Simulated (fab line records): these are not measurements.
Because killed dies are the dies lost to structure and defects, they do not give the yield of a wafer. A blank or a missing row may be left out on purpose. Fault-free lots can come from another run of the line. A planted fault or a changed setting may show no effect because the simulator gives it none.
Comparing a struck lot with a sound one ; flow sky130 ; 23 steps out of a route of 708
Sound: wafers L535.1, L535.3, L535.6. Struck: wafers L545.1, L545.3, L545.6. At the end, the cause is stated.
At each step with rows: each side's tool, then ch and its chambers, then its first start. Under that, the readings that differ: sound wafers ; struck wafers ; difference of the means ; sigmas: that difference in standard deviations of wafers without a fault.
alike: readings whose means differ by less than 2 such deviations, and words and numbers that are the same on both sides. not compared: withheld readings, readings that some wafer has no value for, bounds like >300 that may hide the same value, and numbers for which the record gives no deviation and whose values overlap.
The two part at a step that has a row with sigmas, a row that says differs or no value, or rows on one side only. Non-overlapping numbers with no deviation appear without sigmas and do not part them. A reading that every wafer of one side lacks parts them only if that side has two wafers or more.

first, 6 steps without rows for these wafers: SKY_RES_XHIGH_COAT_02 (resist thk 1140 nm); SKY_RES_XHIGH_SOFTBAKE_03 (time 60 s); SKY_RES_XHIGH_EXPOSE_04 (exposes mask URPM, target cd 1270 nm); SKY_RES_XHIGH_PEB_05; SKY_RES_XHIGH_DEVELOP_06 (develop time 60 s); SKY_RES_XHIGH_IMPLANT_07.
SKY_RES_XHIGH_STRIP_08: strips in O2/N2.
  sound on plasma_asher-03 ch 0,1, day 27 02:34; struck on plasma_asher-02 ch 0,1, day 30 21:07
  alike: drypump_motor_current_A, oes_product_au, strip_time_to_endpoint_s
  not compared: rf_hours_counter_h
SKY_RES_XHIGH_TW_MEAS_09:
  sound: film_metro-03 at day 27 02:40; struck: film_metro-03 at day 30 21:13
  alike: RES_XHIGH_TW
then, 4 steps without rows for these wafers: SKY_SD_N_DEHYDRATE_00 (time 60 s); SKY_SD_N_HMDS_01 (prime time 60 s); SKY_SD_N_COAT_02 (resist thk 1140 nm); SKY_SD_N_SOFTBAKE_03 (time 60 s).
SKY_SD_N_EXPOSE_04: exposes mask NSDM, target cd 380 nm.
  sound on iline_stepper-02 ch 0, day 27 17:43; struck on iline_stepper-01 ch 0, day 31 11:11
reading;sound;struck;difference;sigmas
mask;NSDM#0 NSDM#0 NSDM#0;URPM#0 URPM#0 URPM#0;differs;
  alike: exposure_dose_mJ_cm2
then, 2 steps without rows for these wafers: SKY_SD_N_PEB_05; SKY_SD_N_DEVELOP_06 (develop time 60 s).
SKY_SD_N_CD_MEAS_07: target cd 380 nm.
  sound: cd_sem-02 at day 28 06:56; struck: cd_sem-02 at day 32 00:21
reading;sound;struck;difference;sigmas
cd_nm (nm);379.4 378.6 380.7;- - -;no value on the struck wafers;
SKY_SD_N_OVL_MEAS_08:
  sound: overlay-02 at day 28 07:03; struck: overlay-01 at day 32 00:28
reading;sound;struck;difference;sigmas
SD_N_OVL (nm);-2.8 -0.9 -1.9;- - -;no value on the struck wafers;
then, 2 steps without rows for these wafers: SKY_SD_N_IMPLANT_09; SKY_SD_N_IMPLANT_10.
SKY_SD_N_STRIP_11: strips in O2/N2.
  sound on plasma_asher-04 ch 0,1, day 28 07:23; struck on plasma_asher-04 ch 1, day 32 00:49
reading;sound;struck;difference;sigmas
strip_time_to_endpoint_s (s);22.53 22.54 22.52;22.60 22.66 22.65;+0.11;+2
  alike: drypump_motor_current_A, oes_product_au
  not compared: rf_hours_counter_h
SKY_SD_N_TW_MEAS_12:
  sound: film_metro-01 at day 28 07:29; struck: film_metro-01 at day 32 00:55
reading;sound;struck;difference;sigmas
SD_N_TW;4025 4020 4037;30 30 30;-3997;-80
then, 1 step without rows for these wafers: SKY_SD_N_CLEAN_13 (cleans in SC1/SC2, time 150 s).
-- here the record skips 17 days between the struck wafers' starts before and after, leaving off in module SD_N and picking up in module PAD_OPEN (first step shown: number 708 of the route) --
SKY_PAD_OPEN_PROBE_99:
  sound: prober-01 at day 46 02:46; struck: prober-01 at day 48 17:27
reading;sound;struck;difference;sigmas
killed_at_front_end;9 16 5;423 421 406;+407;+95
killed_dies;91 74 73;492 492 492;+413;+47
killed_on_rim;12 16 18;96 96 96;+81;+21
  alike: killed_at_M0_to_M3, killed_at_M4_up, killed_at_contacts, killed_at_other, killed_open, killed_short

WHERE THEY PART
Last at SKY_PAD_OPEN_PROBE_99 as far as this record goes, first at SKY_SD_N_EXPOSE_04.

WHY: what the simulator had put in
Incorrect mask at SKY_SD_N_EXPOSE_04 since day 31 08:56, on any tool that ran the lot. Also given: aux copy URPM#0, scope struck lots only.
